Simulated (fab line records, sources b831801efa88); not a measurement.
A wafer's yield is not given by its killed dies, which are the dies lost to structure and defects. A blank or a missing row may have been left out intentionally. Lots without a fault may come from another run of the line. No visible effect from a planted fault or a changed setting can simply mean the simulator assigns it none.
Chamber matching | flow gf180mcu | GF_POLY_GATE_ETCH_13 on rie_si-01: 4 sister chambers
The step etches poly-Si in HBr/Cl2, stops on SiO2, target depth 198.5 nm, time 69.6 s. 4 wafers are shown with their chamber, then 7 later ones without.

## WAFERS PAIRED WITH THEIR CHAMBERS
wafer  | chamber | drypump_motor_current_A (A)
L804.3 | 2       | 5.2
L805.5 | 0       | 6.0
L806.3 | 1       | 5.8
L806.4 | 3       | 5.8

## WAFERS WHOSE CHAMBER IS MISSING
wafer  | drypump_motor_current_A (A)
L806.5 | 5.9
L807.1 | 5.8
L807.2 | 5.9
L807.3 | 5.8
L814.3 | 5.8
L814.4 | 5.2
L814.6 | 5.7

## WHICH CHAMBER EACH ONE RAN IN
wafer  | from the rows above          | in truth
L806.5 | can't be placed: 0 or 1 or 3 | 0
L807.1 | can't be placed: 1 or 3      | 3
L807.2 | can't be placed: 0 or 1 or 3 | 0
L807.3 | can't be placed: 1 or 3      | 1
L814.3 | can't be placed: 1 or 3      | 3
L814.4 | 2                            | 2
L814.6 | can't be placed: 1 or 3      | 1
Placed correctly: 1 of 7. Can't be placed from these rows: 6 (the true chamber is among the candidates in 6). Wrongly placed: 0.
How it was worked out, from the rows above alone: a wafer's distance from a chamber is the root of the sum, over the readings, of the square of ((its reading less the chamber's mean) divided by the reading's scatter). If the next closest chamber is less than 2 further off than the closest, the wafer can't be placed; otherwise it belongs to the closest. Each chamber's mean is taken over the wafers shown for it. The scatter: root of mean squared gap, hidden wafer to nearest shown wafer, with one shown wafer a chamber.
